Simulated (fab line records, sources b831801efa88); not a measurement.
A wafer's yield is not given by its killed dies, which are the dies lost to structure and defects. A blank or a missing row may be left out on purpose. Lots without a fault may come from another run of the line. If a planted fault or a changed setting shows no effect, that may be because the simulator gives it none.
Which of the tools did it? ; flow sky130 ; Sampling: 10 lots, 30 wafers, 5 of 708 route steps

WHAT EACH GAUGE READ, for each wafer
SKY_VIA3_RS_MEAS_22: a four-point-probe measurement. Usual: for VIA3_W_RS the level is 0.295 ohm/sq and the standard deviation is 0.0041.
lot;measured;on;VIA3_W_RS (ohm/sq);flag
L816;day 39 19:11;filmMetro-02;0.297 0.295 0.292;
L819;day 40 09:30;filmMetro-03;0.291 0.301 0.296;
L820;day 41 06:55;filmMetro-04;0.289 0.300 0.301;
L821;day 41 13:11;filmMetro-04;0.303 0.297 0.301;
L825;day 42 13:49;filmMetro-02;0.286 0.299 0.285;
L828;day 43 06:34;filmMetro-02;0.256 0.292 0.294;OFF
L829;day 43 18:24;filmMetro-04;0.255 0.291 0.294;OFF
L833;day 44 15:35;filmMetro-03;0.294 0.300 0.296;
L836;day 45 10:52;filmMetro-02;0.298 0.294 0.303;
L837;day 45 16:35;filmMetro-03;0.294 0.292 0.294;

SKY_VIA3_THK_MEAS_23: measures by xrf. Usual: for VIA3_W_THK the level is 376 nm and the standard deviation is 6.
lot;measured;on;VIA3_W_THK (nm);flag
L816;day 39 19:18;filmMetro-02;370 374 378;
L819;day 40 09:37;filmMetro-03;382 374 378;
L820;day 41 07:02;filmMetro-04;382 368 368;
L821;day 41 13:18;filmMetro-04;363 371 369;
L825;day 42 13:56;filmMetro-02;388 372 387;
L828;day 43 06:41;filmMetro-02;430 382 377;OFF
L829;day 43 18:31;filmMetro-04;432 383 378;OFF
L833;day 44 15:40;filmMetro-03;378 372 381;
L836;day 45 10:59;filmMetro-02;366 372 360;
L837;day 45 16:41;filmMetro-03;382 383 379;

EACH LOT AND THE TOOL THAT RAN IT (in order: tool; ch and the chambers of the sampled wafers; start)
lot;SKY_METAL3_SPUTTER_00;SKY_VIA3_STRIP_16;SKY_VIA3_CVD_21
L816;pvdSputter-03, day 36 11:16;plasmaAsher-01 ch 0, day 39 18:20;cvdW-01 ch 0,1, day 39 19:03
L819;pvdSputter-03, day 37 01:23;plasmaAsher-03 ch 0,1, day 40 08:44;cvdW-01 ch 0,1, day 40 09:23
L820;pvdSputter-01, day 38 00:37;plasmaAsher-04 ch 0,1, day 41 06:08;cvdW-02 ch 0,1, day 41 06:47
L821;pvdSputter-01, day 38 06:43;plasmaAsher-03 ch 0,1, day 41 12:23;cvdW-02 ch 0,1, day 41 13:02
L825;pvdSputter-03, day 39 07:57;plasmaAsher-04 ch 0,1, day 42 13:02;cvdW-01 ch 0,1, day 42 13:41
L828;pvdSputter-01, day 40 03:14;plasmaAsher-01 ch 0,1, day 43 05:41;cvdW-01 ch 1, day 43 06:20
L829;pvdSputter-01, day 40 16:13;plasmaAsher-04 ch 0,1, day 43 17:38;cvdW-01 ch 0,1, day 43 18:17
L833;pvdSputter-01, day 41 14:49;plasmaAsher-01 ch 0,1, day 44 14:46;cvdW-02 ch 0,1, day 44 15:26
L836;pvdSputter-01, day 42 09:34;plasmaAsher-04 ch 0,1, day 45 10:05;cvdW-02 ch 0,1, day 45 10:44
L837;pvdSputter-03, day 42 17:13;plasmaAsher-03 ch 0,1, day 45 15:49;cvdW-02 ch 0,1, day 45 16:28
- SKY_METAL3_SPUTTER_00: material Ti, target thk 15 nm, time 10 s.
- SKY_VIA3_STRIP_16: strips in O2/N2.
- SKY_VIA3_CVD_21: deposits W, target thk 390 nm, time 117.31 s.

AS READ BY THE TOOLS THEMSELVES (means over the sampled wafers that have a number; for cases with no such wafer, the mark the record gives instead)
SKY_METAL3_SPUTTER_00. Usual: throttleValvePct reads 29.9 % (standard deviation 0.86).
lot;tool;throttleValvePct (%);flag
L816;pvdSputter-03;29.6;
L819;pvdSputter-03;30.2;
L820;pvdSputter-01;29.3;
L821;pvdSputter-01;29.6;
L825;pvdSputter-03;29.7;
L828;pvdSputter-01;29.8;
L829;pvdSputter-01;29.2;
L833;pvdSputter-01;30.3;
L836;pvdSputter-01;30.0;
L837;pvdSputter-03;30.4;

SKY_VIA3_STRIP_16. Usual: drypumpMotorCurrentA 5.7 A, standard deviation 0.56; oesProductAu 0.402 a.u., standard deviation 0.0052; stripTimeToEndpointS 4.13 s, standard deviation 0.037.
lot;tool;drypumpMotorCurrentA (A);oesProductAu (a.u.);stripTimeToEndpointS (s);flag
L816;plasmaAsher-01;6.6;0.403;4.17;
L819;plasmaAsher-03;6.1;0.406;4.15;
L820;plasmaAsher-04;5.3;0.401;4.11;
L821;plasmaAsher-03;5.7;0.402;4.13;
L825;plasmaAsher-04;5.3;0.402;4.14;
L828;plasmaAsher-01;5.8;0.402;4.09;
L829;plasmaAsher-04;5.3;0.402;4.16;
L833;plasmaAsher-01;5.8;0.405;4.11;
L836;plasmaAsher-04;5.3;0.398;4.18;
L837;plasmaAsher-03;6.1;0.407;4.14;

SKY_VIA3_CVD_21. Usual: heaterPowerW reads 850 W (standard deviation 82).
lot;tool;heaterPowerW (W);flag
L816;cvdW-01;793;
L819;cvdW-01;808;
L820;cvdW-02;948;
L821;cvdW-02;951;
L825;cvdW-01;808;
L828;cvdW-01;803;
L829;cvdW-01;813;
L833;cvdW-02;875;
L836;cvdW-02;948;
L837;cvdW-02;950;

THE ANSWER, worked out from the rows above alone
Rule: take the mean of a lot's wafers that have a number; if it is more than 3 standard deviations from the usual mean, the lot is off. Also off: a lot with no number at a reading for which 4 or more lots have one. Any other lot the step has rows for is counted as sound. The gauges are gone through in route order, then the tools' own readings, and for those a lot's mean is taken as printed above. At the first step where some lot is off, the reading lying furthest off is the one used; lots without a number count as furthest.
Off: L828, L829, at SKY_VIA3_RS_MEAS_22 (VIA3_W_RS).
If a tool, at a process step before that reading, ran all the lots that are off and no sound lot after the first of them, it fits. Those tools and the gauges at SKY_VIA3_RS_MEAS_22 are tried in the same way. One candidate fits, namely cvdW-01 at SKY_VIA3_CVD_21. Its last sound lot is L825 (day 42 13:41), its first lot that is off L828 (day 43 06:20): a fault that began between those two fits.

WHAT THE SIMULATOR HAD PUT IN
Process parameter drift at SKY_VIA3_CVD_21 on cvdW-01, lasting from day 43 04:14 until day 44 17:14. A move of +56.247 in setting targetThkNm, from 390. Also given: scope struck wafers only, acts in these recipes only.
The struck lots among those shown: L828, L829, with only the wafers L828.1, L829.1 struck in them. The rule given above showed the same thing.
